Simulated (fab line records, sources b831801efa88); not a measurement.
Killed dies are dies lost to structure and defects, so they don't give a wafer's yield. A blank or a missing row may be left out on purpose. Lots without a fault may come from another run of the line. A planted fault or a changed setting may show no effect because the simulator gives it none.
A struck lot beside a sound one | flow gf180mcu | 15 steps out of a route of 602
Sound: wafers L480.3, L480.4, L480.6. Struck: wafers L469.2, L469.4, L469.6. The cause comes at the end.
At each step with rows: each side's tool, then ch and its chambers, then its first start. Under that, the readings that differ: sound wafers | struck wafers | difference of the means | sigmas: that difference in standard deviations of wafers without a fault.
alike: readings whose means differ by less than 2 such deviations, and words and numbers that are the same on both sides. not compared: withheld readings, readings that some wafer has no value for, bounds like >300 that may hide the same value, and numbers for which the record gives no deviation and whose values overlap.
The two part at a step that has a row with sigmas, a row that says differs or no value, or rows on one side only. Numbers that don't overlap but have no deviation are shown without sigmas and don't part them. A reading that every wafer of one side lacks parts them only if that side has two wafers or more.

GF_TOP_METAL_SPUTTER_04: material TiN, target thk 25 nm, time 20.8 s.
  sound on pvd_sputter-02, day 32 02:15; struck on pvd_sputter-01, day 28 22:31
  alike: chamber_pressure_pa, throttle_valve_pct
GF_TOP_METAL_RS_MEAS_05: measures by four-point-probe.
  sound on film_metro-03, day 32 02:19; struck on film_metro-04, day 28 22:34
  alike: TOP_METAL_ALCU_RS
GF_TOP_METAL_THK_MEAS_06: measures by xrf.
  sound on film_metro-03, day 32 02:25; struck on film_metro-04, day 28 22:40
  alike: TOP_METAL_ALCU_THK
then, 7 steps without rows for these wafers: GF_TOP_METAL_DEHYDRATE_07 (time 60 s); GF_TOP_METAL_HMDS_08 (prime time 60 s); GF_TOP_METAL_COAT_09 (resist thk 1500 nm); GF_TOP_METAL_SOFTBAKE_10 (time 60 s); GF_TOP_METAL_EXPOSE_11 (exposes mask MetalTop, target cd 440 nm); GF_TOP_METAL_PEB_12; GF_TOP_METAL_DEVELOP_13 (develop time 60 s).
GF_TOP_METAL_CD_MEAS_14: target cd 440 nm.
  sound on cd_sem-01, day 32 18:43; struck on cd_sem-01, day 29 17:29
  alike: cd_nm
GF_TOP_METAL_OVL_MEAS_15:
  sound on overlay-01, day 32 18:49; struck on overlay-02, day 29 17:35
  alike: TOP_METAL_OVL
GF_TOP_METAL_METAL_ETCH_16: etches the open film in Cl2/BCl3, stops on SiO2, target depth 1077.5 nm, time 179.6 s.
  sound on rie_metal-01 ch 0,1, day 32 18:53; struck on rie_metal-04 ch 0,1, day 29 17:37
  no value came back on the struck wafers for any of 5 readings (bcl3_flow_sccm (sccm), bias_w (W) and others); on the sound wafers bcl3_flow_sccm (sccm) reads 39.96 39.81 39.84
  reading                                        | sound          | struck         | difference | sigmas
  model.NOVOLAK_of_TOP_METAL_COAT_09.thk_nm (nm) | 1075 1066 1076 | 1505 1502 1504 | +431       |
  not compared: rf_hours_counter_h
GF_TOP_METAL_STRIP_17: strips in O2/N2.
  sound on plasma_asher-04 ch 0,1, day 32 19:02; struck on plasma_asher-01 ch 1, day 29 17:47
  reading                      | sound             | struck            | difference | sigmas
  oes_product_au (a.u.)        | 0.710 0.710 0.706 | 0.721 0.720 0.719 | +0.011     | +2
  strip_time_to_endpoint_s (s) | 13.52 13.40 13.54 | 18.25 18.23 18.27 | +4.76      | +54
  alike: drypump_motor_current_A, heater_power_w
  not compared: rf_hours_counter_h
then, 1 step without rows for these wafers: GF_TOP_METAL_STRIP_18 (strips in post etch residue remover, time 1200 s).

WHERE THEY PART
First at GF_TOP_METAL_METAL_ETCH_16; last, within this record, at GF_TOP_METAL_STRIP_17.

WHY: what the simulator had put in
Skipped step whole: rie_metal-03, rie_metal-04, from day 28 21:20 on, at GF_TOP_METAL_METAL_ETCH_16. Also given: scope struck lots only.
